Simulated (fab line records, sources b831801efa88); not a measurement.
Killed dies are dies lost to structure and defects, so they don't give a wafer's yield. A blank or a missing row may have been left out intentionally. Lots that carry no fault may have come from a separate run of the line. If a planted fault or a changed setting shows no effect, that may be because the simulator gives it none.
Which of the tools did it?	flow gf180mcu	route of 602 steps, sampled at 1 step: 10 lots, 30 wafers

## WHAT EACH GAUGE READ, for each wafer
GF_V4_THK_MEAS_03.
lot	measured	on	V4_CVD_02_THK (nm)
L635	day 24 01:13	film-metro-04	846 854 855
L639	day 25 17:17	film-metro-03	836 826 830
L640	day 26 01:16	film-metro-04	854 863 869
L644	day 27 09:05	film-metro-04	854 849 851
L645	day 27 12:34	film-metro-02	834 860 859
L646	day 27 17:33	film-metro-04	843 861 860
L649	day 28 13:13	film-metro-02	845 851 853
L650	day 28 19:04	film-metro-04	832 854 838
L654	day 30 04:22	film-metro-02	856 849 850
L655	day 30 10:23	film-metro-02	828 830 834

## EACH LOT AND THE TOOL THAT RAN IT (in order: tool; ch and the chambers of the sampled wafers; start)
The record holds no process step before these readings.

## THE ANSWER, worked out from the rows above alone
Rule: usual is defined by the lots themselves. Put in order of their means at a reading, lots are off if they are a third of the lots or fewer, leave a main group of 4 or more, and stand apart from it by a gap of 3 or more times the standard deviation of the main group's means; of several such gaps the widest counts. Not used: any main group whose means are identical at the precision the tables above print for the reading. A lot without any number at a reading at which 4 lots or more have one is off too. All remaining lots with rows at the step are treated as sound.
No lot is off at any reading shown: from this, nothing can be told.

## WHAT THE SIMULATOR HAD INSERTED
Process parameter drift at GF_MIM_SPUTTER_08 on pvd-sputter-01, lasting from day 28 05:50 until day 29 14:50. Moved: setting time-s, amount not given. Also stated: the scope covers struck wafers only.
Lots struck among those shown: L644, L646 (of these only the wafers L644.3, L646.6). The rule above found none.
